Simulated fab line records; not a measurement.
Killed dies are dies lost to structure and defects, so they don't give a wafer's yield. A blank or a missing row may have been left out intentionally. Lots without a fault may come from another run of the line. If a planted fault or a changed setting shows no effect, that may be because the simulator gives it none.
What tool caused it? ; flow gf180mcu ; Sampling: 14 lots, 42 wafers, 4 of 602 route steps

== WHAT EACH GAUGE READ, for each wafer ==
GF_M3_THK_MEAS_06: measures by xrf. Usual: M3_ALCU_THK 446 nm, standard deviation 5.4.
lot;measured;on;M3_ALCU_THK (nm);flag
L901;day 21 18:15;filmMetro-03;442 445 446;
L902;day 22 05:22;filmMetro-04;453 450 454;
L904;day 22 23:38;filmMetro-04;446 447 448;
L905;day 23 12:07;filmMetro-01;448 448 452;
L906;day 23 23:19;filmMetro-03;446 450 446;
L911;day 25 14:36;filmMetro-03;450 456 450;
L912;day 26 04:56;filmMetro-03;442 434 444;
L913;day 26 08:57;filmMetro-01;446 446 452;
L914;day 26 14:25;filmMetro-01;448 432 443;
L915;day 26 19:29;filmMetro-03;444 446 442;
L916;day 27 03:10;filmMetro-01;443 448 445;
L917;day 27 06:37;filmMetro-03;441 443 430;
L918;day 27 18:46;filmMetro-04;449 451 442;
L920;day 28 01:43;filmMetro-01;448 448 449;

GF_M3_OVL_MEAS_15. Usual: M3_OVL 3 nm, standard deviation 5.4.
lot;measured;on;M3_OVL (nm);flag
L901;day 22 17:25;overlay-01;3 0 6;
L902;day 23 04:40;overlay-01;-7 2 0;
L904;day 23 22:09;overlay-02;- - -;OFF
L905;day 24 10:13;overlay-02;- - -;OFF
L906;day 24 21:35;overlay-02;8 -3 -4;
L911;day 26 12:02;overlay-01;12 7 16;
L912;day 27 01:41;overlay-01;2 7 2;
L913;day 27 05:47;overlay-01;0 2 -2;
L914;day 27 10:52;overlay-01;1 6 4;
L915;day 27 15:08;overlay-01;-2 -3 -4;
L916;day 27 22:49;overlay-01;-2 7 7;
L917;day 28 03:08;overlay-01;-2 -1 -3;
L918;day 28 13:40;overlay-01;14 5 12;
L920;day 28 20:29;overlay-01;-1 4 11;

== WHAT TOOL EACH LOT RAN ON (gives the tool, then ch and the chambers of the sampled wafers, and finally the start) ==
lot;GF_V2_SPUTTER_21;GF_M3_PEB_12
L901;pvdSputter-03, day 21 17:13;lithoTrack-04 ch 0, day 22 16:59
L902;pvdSputter-02, day 22 04:20;lithoTrack-03 ch 0, day 23 04:12
L904;pvdSputter-04, day 22 22:35;lithoTrack-03, day 23 21:44
L905;pvdSputter-03, day 23 11:05;lithoTrack-04, day 24 09:44
L906;pvdSputter-04, day 23 22:16;lithoTrack-01 ch 0, day 24 21:11
L911;pvdSputter-04, day 25 13:34;lithoTrack-03 ch 0, day 26 11:36
L912;pvdSputter-04, day 26 03:53;lithoTrack-03 ch 0, day 27 01:15
L913;pvdSputter-04, day 26 07:55;lithoTrack-03 ch 0, day 27 05:19
L914;pvdSputter-02, day 26 13:22;lithoTrack-04 ch 0, day 27 10:25
L915;pvdSputter-03, day 26 18:27;lithoTrack-03 ch 0, day 27 14:40
L916;pvdSputter-04, day 27 02:08;lithoTrack-04 ch 0, day 27 22:20
L917;pvdSputter-04, day 27 05:34;lithoTrack-01 ch 0, day 28 02:40
L918;pvdSputter-03, day 27 17:44;lithoTrack-04 ch 0, day 28 13:11
L920;pvdSputter-03, day 28 00:26;lithoTrack-01 ch 0, day 28 20:01
- GF_V2_SPUTTER_21: material Ti, target thk 15 nm, time 80.02 s.
- GF_M3_PEB_12: peb time 90 s.

== WHAT THE TOOLS THEMSELVES READ (means of the sampled wafers that have a number; where no wafer has one, the mark that the record gives instead) ==
GF_V2_SPUTTER_21. Usual: 30.7 % for throttleValvePct, sd 0.66.
lot;tool;throttleValvePct (%);flag
L901;pvdSputter-03;30.8;
L902;pvdSputter-02;30.1;
L904;pvdSputter-04;31.0;
L905;pvdSputter-03;31.1;
L906;pvdSputter-04;30.5;
L911;pvdSputter-04;30.5;
L912;pvdSputter-04;30.4;
L913;pvdSputter-04;30.8;
L914;pvdSputter-02;30.2;
L915;pvdSputter-03;31.1;
L916;pvdSputter-04;30.8;
L917;pvdSputter-04;30.9;
L918;pvdSputter-03;30.5;
L920;pvdSputter-03;30.7;

GF_M3_PEB_12. Usual: chillPlateTempC 23.02 C, standard deviation 0.12; exhaustPa 44.8 Pa, standard deviation 1.1; heaterPowerTotalW 85.69 W, standard deviation 0.094; resistLineTempC 22.98 C, standard deviation 0.1.
lot;tool;chillPlateTempC (C);exhaustPa (Pa);heaterPowerTotalW (W);resistLineTempC (C);flag
L901;lithoTrack-04;23.09;44.2;85.68;22.98;
L902;lithoTrack-03;22.94;44.4;85.71;22.99;
L904;lithoTrack-03;-;-;-;-;OFF
L905;lithoTrack-04;-;-;-;-;OFF
L906;lithoTrack-01;23.11;43.0;85.68;23.01;
L911;lithoTrack-03;23.06;44.5;85.69;22.95;
L912;lithoTrack-03;23.08;45.5;85.73;22.89;
L913;lithoTrack-03;23.10;46.8;85.74;23.06;
L914;lithoTrack-04;23.20;45.1;85.65;22.93;
L915;lithoTrack-03;22.87;44.2;85.61;23.01;
L916;lithoTrack-04;23.04;44.1;85.69;22.90;
L917;lithoTrack-01;23.15;43.2;85.74;22.98;
L918;lithoTrack-04;23.00;44.5;85.69;23.12;
L920;lithoTrack-01;23.12;45.2;85.71;23.00;

== THE ANSWER, worked out from the rows above alone ==
Rule: lot off if the mean of its wafers having a number is beyond 3 standard deviations from the usual mean. Also off: a lot with no number at a reading for which 4 or more lots have one. All remaining lots with rows at the step are treated as sound. First the gauges in route order, then the tools' own readings, where a lot's mean is used as printed above. At the first step where some lot is off, the reading lying furthest off is the one used; lots without a number count as furthest.
Off: L904, L905, at GF_M3_OVL_MEAS_15 (M3_OVL). Without a number there: L904, L905.
If a tool, at a process step before that reading, ran all the lots that are off and no sound lot after the first of them, it fits. Not tried: the gauges at GF_M3_OVL_MEAS_15; whatever is off there is also off at GF_M3_PEB_12, on other tools, and gauge error can't account for it. No candidate that was tried fits.

== WHAT WAS PUT IN BY THE SIMULATOR ==
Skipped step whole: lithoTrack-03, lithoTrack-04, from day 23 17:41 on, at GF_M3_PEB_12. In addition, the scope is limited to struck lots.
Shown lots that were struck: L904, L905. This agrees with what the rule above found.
